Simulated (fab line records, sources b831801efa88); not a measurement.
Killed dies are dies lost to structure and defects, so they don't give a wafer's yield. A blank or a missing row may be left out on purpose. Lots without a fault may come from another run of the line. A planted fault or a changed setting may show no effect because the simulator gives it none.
A struck lot beside a sound one | flow sky130 | 32 steps out of a route of 708
Sound: wafers L870.1, L870.2, L870.4. Struck: wafers L879.1, L879.2, L879.6. The cause comes at the end.
At each step with rows: each side's tool, then ch and its chambers, then its first start. Under that, the readings that differ: sound wafers | struck wafers | difference of the means | sigmas: that difference in standard deviations of wafers without a fault.
alike: readings whose means differ by less than 2 such deviations, and words and numbers that are the same on both sides. not compared: withheld readings, readings that some wafer has no value for, bounds like >300 that may hide the same value, and numbers for which the record gives no deviation and whose values overlap.
The two part at a step that has a row with sigmas, a row that says differs or no value, or rows on one side only. Numbers that don't overlap but have no deviation are shown without sigmas and don't part them. A reading that every wafer of one side lacks parts them only if that side has two wafers or more.

first, 10 steps without rows for these wafers: SKY_LI_CONTACT_SOFTBAKE_08 (time 90 s); SKY_LI_CONTACT_EXPOSE_09 (exposes mask LICM1, target cd 170 nm); SKY_LI_CONTACT_PEB_10; SKY_LI_CONTACT_DEVELOP_11 (develop time 60 s); SKY_LI_CONTACT_ETCH_14 (etches BARC in N2/H2, stops on SiO2, time 45.9 s, target depth 60 nm); SKY_LI_CONTACT_ETCH_15 (etches PSG in C4F8/O2/Ar, stops on Si, target depth 600 nm); SKY_LI_CONTACT_STRIP_16 (strips in O2/N2); SKY_LI_CONTACT_CLEAN_17 (cleans in NMP, time 600 s); SKY_LI_CONTACT_PRE_CLEAN_18 (time 5.6 s); SKY_LI_CONTACT_SPUTTER_19 (material Ti, target thk 20 nm, time 106.37 s).
SKY_LI_CONTACT_SPUTTER_20: material TiN, target thk 20 nm, time 80 s.
  sound on pvd_sputter-01, day 31 21:26; struck on pvd_sputter-03, day 34 02:38
  alike: throttle_valve_pct
then, 20 steps without rows for these wafers: SKY_LI_CONTACT_CVD_21 (deposits W, target thk 400 nm, time 120.56 s); SKY_LI_CONTACT_CMP_24 (polishes, stops on PSG, t overpolish 20 s, target thk 0 nm); SKY_LOCAL_INTERCONNECT_SPUTTER_00 (material TiN, target thk 100 nm, time 83.3 s); SKY_LOCAL_INTERCONNECT_DEHYDRATE_03 (time 60 s); SKY_LOCAL_INTERCONNECT_HMDS_04 (prime time 60 s); SKY_LOCAL_INTERCONNECT_COAT_05 (resist thk 60 nm); SKY_LOCAL_INTERCONNECT_COAT_06 (resist thk 450 nm); SKY_LOCAL_INTERCONNECT_SOFTBAKE_07 (time 90 s); SKY_LOCAL_INTERCONNECT_EXPOSE_08 (exposes mask LI1M, target cd 170 nm); SKY_LOCAL_INTERCONNECT_PEB_09; SKY_LOCAL_INTERCONNECT_DEVELOP_10 (develop time 60 s); SKY_LOCAL_INTERCONNECT_ETCH_13 (etches BARC in N2/H2, stops on SiO2, time 45.9 s, target depth 60 nm); SKY_LOCAL_INTERCONNECT_METAL_ETCH_14 (etches TiN in Cl2/BCl3, stops on PSG, target depth 110 nm, time 31.4 s); SKY_LOCAL_INTERCONNECT_STRIP_15 (strips in O2/N2); SKY_LOCAL_INTERCONNECT_STRIP_16 (strips in post etch residue remover, time 1200 s); SKY_LOCAL_INTERCONNECT_CLEAN_17 (cleans in IPA, time 180 s); SKY_LOCAL_INTERCONNECT_CLEAN_18 (cleans in O3/DIW); SKY_CONTACT_CVD_00 (deposits Si3N4, target thk 75 nm); SKY_CONTACT_HDPCVD_02 (deposits SiO2, target thk 565 nm, time 94.2 s); SKY_CONTACT_CMP_04 (polishes SiO2).
-- the record jumps here: 15 days lie between the struck wafers' starts before and after (it left off in module CONTACT and takes up again in module PAD_OPEN, whose first step shown is number 708 of the route) --
SKY_PAD_OPEN_PROBE_99:
  the record has rows for the struck wafers here (prober-02, day 49 04:28) and none for the sound ones

WHERE THEY PART
Only at SKY_PAD_OPEN_PROBE_99, within this record.

WHY: what the simulator had put in
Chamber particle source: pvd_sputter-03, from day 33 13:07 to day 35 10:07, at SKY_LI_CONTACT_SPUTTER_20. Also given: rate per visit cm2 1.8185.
